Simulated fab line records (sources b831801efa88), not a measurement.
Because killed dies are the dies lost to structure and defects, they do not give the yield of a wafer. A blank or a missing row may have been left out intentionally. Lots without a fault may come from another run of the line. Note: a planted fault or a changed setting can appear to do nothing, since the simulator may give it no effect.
Which of the tools did it? | flow sky130 | 33 wafers from 11 lots sampled at 7 of the route's 708 steps

## WHAT THE GAUGES READ, wafer by wafer
SKY_LDD_P_TW_MEAS_11.
lot  | measured     | on            | LDD_P_TW
L306 | day 19 02:16 | film_metro-01 | 639 640 635
L307 | day 19 17:26 | film_metro-02 | 631 633 639
L313 | day 22 02:32 | film_metro-02 | 636 635 633
L314 | day 22 10:41 | film_metro-01 | 645 649 646
L315 | day 22 16:32 | film_metro-03 | 637 639 643
L317 | day 23 12:46 | film_metro-02 | 633 634 632
L320 | day 24 10:05 | film_metro-02 | 633 632 633
L326 | day 26 07:58 | film_metro-03 | 639 638 637
L327 | day 26 15:34 | film_metro-03 | 641 639 638
L328 | day 26 20:47 | film_metro-03 | 643 643 640
L329 | day 27 09:08 | film_metro-02 | 638 642 639

SKY_LDD_HVN_OVL_MEAS_07.
lot  | measured     | on         | LDD_HVN_OVL (nm)
L306 | day 20 09:22 | overlay-02 | -0.2 0.3 -0.4
L307 | day 20 23:47 | overlay-02 | -1.9 -1.7 -2.8
L313 | day 23 09:37 | overlay-02 | -2.6 -2.4 -1.8
L314 | day 23 22:40 | overlay-01 | -0.2 -1.3 1.1
L315 | day 23 23:18 | overlay-02 | -3.5 -1.3 -1.4
L317 | day 24 18:39 | overlay-02 | - - -
L320 | day 25 15:16 | overlay-02 | -0.9 -1.6 -0.1
L326 | day 27 13:22 | overlay-01 | -2.1 -3.8 -2.2
L327 | day 27 21:27 | overlay-01 | 1.4 2.2 1.1
L328 | day 28 02:08 | overlay-01 | 2.1 2.3 3.1
L329 | day 28 13:47 | overlay-02 | 1.1 1.5 0.2

SKY_LDD_HVN_TW_MEAS_10.
lot  | measured     | on            | LDD_HVN_TW
L306 | day 20 09:38 | film_metro-04 | 1434 1432 1439
L307 | day 21 00:05 | film_metro-04 | 1438 1432 1432
L313 | day 23 09:55 | film_metro-02 | 1438 1424 1418
L314 | day 23 22:58 | film_metro-04 | 1439 1433 1440
L315 | day 23 23:35 | film_metro-04 | 1437 1442 1443
L317 | day 24 18:56 | film_metro-04 | 30 30 31
L320 | day 25 15:34 | film_metro-04 | 1437 1432 1431
L326 | day 27 13:39 | film_metro-04 | 1440 1443 1435
L327 | day 27 21:44 | film_metro-02 | 1431 1445 1443
L328 | day 28 02:25 | film_metro-02 | 1429 1439 1439
L329 | day 28 14:04 | film_metro-02 | 1434 1433 1440

SKY_LDD_LDN_TW_MEAS_13.
lot  | measured     | on            | LDD_LDN_TW
L306 | day 23 00:48 | film_metro-03 | 1495 1494 1499
L307 | day 23 22:19 | film_metro-03 | 1495 1499 1509
L313 | day 25 20:25 | film_metro-04 | 1487 1489 1483
L314 | day 26 10:04 | film_metro-04 | 1478 1492 1485
L315 | day 26 10:44 | film_metro-03 | 1494 1491 1477
L317 | day 27 07:06 | film_metro-04 | 1821 1827 1821
L320 | day 28 04:14 | film_metro-04 | 1495 1496 1490
L326 | day 29 22:41 | film_metro-04 | 1492 1494 1484
L327 | day 30 06:00 | film_metro-03 | 1498 1494 1490
L328 | day 30 11:22 | film_metro-01 | 1488 1483 1483
L329 | day 30 22:22 | film_metro-01 | 1492 1493 1493

## EACH LOT AND THE TOOL THAT RAN IT (in order: tool; ch and the chambers of the sampled wafers; start)
lot  | SKY_GATE_OXIDE_STRIP_13              | SKY_LDD_HVN_EXPOSE_04               | SKY_LDD_HVN_STRIP_09
L306 | plasma_asher-02 ch 0,1, day 13 21:22 | iline_stepper-01 ch 0, day 19 18:04 | plasma_asher-03 ch 0,1, day 20 09:32
L307 | plasma_asher-04 ch 0,1, day 14 09:05 | iline_stepper-01 ch 0, day 20 08:52 | plasma_asher-03 ch 0,1, day 20 23:59
L313 | plasma_asher-04 ch 0,1, day 16 16:24 | iline_stepper-02 ch 0, day 22 17:39 | plasma_asher-02 ch 0,1, day 23 09:48
L314 | plasma_asher-01 ch 1, day 16 22:42   | iline_stepper-01 ch 0, day 23 08:40 | plasma_asher-02 ch 0,1, day 23 22:52
L315 | plasma_asher-04 ch 1, day 17 02:13   | iline_stepper-02 ch 0, day 23 09:04 | plasma_asher-02 ch 0,1, day 23 23:29
L317 | plasma_asher-01 ch 0,1, day 17 23:09 | iline_stepper-02 ch 0, day 24 03:56 | plasma_asher-03 ch 0,1, day 24 18:50
L320 | plasma_asher-01 ch 0,1, day 18 23:33 | iline_stepper-02 ch 0, day 25 01:55 | plasma_asher-02 ch 0,1, day 25 15:28
L326 | plasma_asher-02 ch 0,1, day 21 00:22 | iline_stepper-01 ch 0, day 26 21:38 | plasma_asher-03 ch 0,1, day 27 13:33
L327 | plasma_asher-04 ch 0,1, day 21 06:31 | iline_stepper-02 ch 0, day 27 06:56 | plasma_asher-02 ch 0,1, day 27 21:38
L328 | plasma_asher-01 ch 0,1, day 21 13:20 | iline_stepper-01 ch 0, day 27 12:07 | plasma_asher-01 ch 0,1, day 28 02:20
L329 | plasma_asher-01 ch 0,1, day 22 00:29 | iline_stepper-01 ch 0, day 27 23:37 | plasma_asher-02 ch 0,1, day 28 13:59
- SKY_GATE_OXIDE_STRIP_13: strips in O2/N2.
- SKY_LDD_HVN_EXPOSE_04: exposes mask HVNTM, target cd 700 nm.
- SKY_LDD_HVN_STRIP_09: strips in O2/N2.

## WHAT THE TOOLS THEMSELVES READ (means of the sampled wafers that have a number; where no wafer has one, the mark that the record gives instead)
SKY_GATE_OXIDE_STRIP_13.
lot  | tool            | drypump_motor_current_A (A) | oes_product_au (a.u.) | strip_time_to_endpoint_s (s)
L306 | plasma_asher-02 | 5.6                         | 0.718                 | 14.18
L307 | plasma_asher-04 | 5.4                         | 0.713                 | 14.14
L313 | plasma_asher-04 | 5.2                         | 0.719                 | 14.17
L314 | plasma_asher-01 | 6.5                         | 0.717                 | 14.21
L315 | plasma_asher-04 | 5.6                         | 0.716                 | 14.15
L317 | plasma_asher-01 | 6.1                         | 0.711                 | 14.20
L320 | plasma_asher-01 | 5.7                         | 0.713                 | 14.20
L326 | plasma_asher-02 | 5.6                         | 0.711                 | 14.22
L327 | plasma_asher-04 | 5.2                         | 0.715                 | 14.21
L328 | plasma_asher-01 | 6.1                         | 0.718                 | 14.15
L329 | plasma_asher-01 | 5.7                         | 0.716                 | 14.13

SKY_LDD_HVN_STRIP_09.
lot  | tool            | drypump_motor_current_A (A) | oes_product_au (a.u.) | strip_time_to_endpoint_s (s)
L306 | plasma_asher-03 | 5.3                         | 0.408                 | 4.146
L307 | plasma_asher-03 | 5.5                         | 0.409                 | 4.148
L313 | plasma_asher-02 | 5.6                         | 0.409                 | 4.161
L314 | plasma_asher-02 | 5.8                         | 0.412                 | 4.136
L315 | plasma_asher-02 | 5.8                         | 0.406                 | 4.141
L317 | plasma_asher-03 | 5.5                         | 0.409                 | 4.131
L320 | plasma_asher-02 | 5.6                         | 0.411                 | 4.143
L326 | plasma_asher-03 | 5.5                         | 0.413                 | 4.152
L327 | plasma_asher-02 | 5.9                         | 0.409                 | 4.135
L328 | plasma_asher-01 | 6.1                         | 0.406                 | 4.149
L329 | plasma_asher-02 | 5.9                         | 0.412                 | 4.114

## THE ANSWER, worked out from the rows above alone
Rule: usual is defined by the lots themselves. The widest of any qualifying gaps counts: lots, ordered by their means at a reading, are off when they make up no more than a third of the lots, leave a main group of 4 or more, and stand apart from it by 3 or more times the standard deviation of that group's means. The tables above print the reading to a certain number of digits; a main group whose means all agree to those digits is not used. Also off: a lot with no number at a reading for which 4 or more lots have one. Where the step has rows for the other lots, those lots are counted as sound. Order of review: gauges by route order, followed by the tools' own readings, for which a lot's mean as printed above is used. At the first step where some lot is off, the reading lying furthest off is the one used; lots without a number count as furthest.
Off: L317, at SKY_LDD_HVN_OVL_MEAS_07 (LDD_HVN_OVL). Without a number there: L317. For the main group the mean is -0.5 nm and the standard deviation 1.7.
If a tool, at a process step before that reading, ran all the lots that are off and no sound lot after the first of them, it fits. The gauges at SKY_LDD_HVN_OVL_MEAS_07 aren't tried: what is off there is off at SKY_LDD_HVN_TW_MEAS_10 too, on other tools, and a gauge's error can't cause that. Not one of the candidates tried fits.

## WHAT THE SIMULATOR HAD PUT IN
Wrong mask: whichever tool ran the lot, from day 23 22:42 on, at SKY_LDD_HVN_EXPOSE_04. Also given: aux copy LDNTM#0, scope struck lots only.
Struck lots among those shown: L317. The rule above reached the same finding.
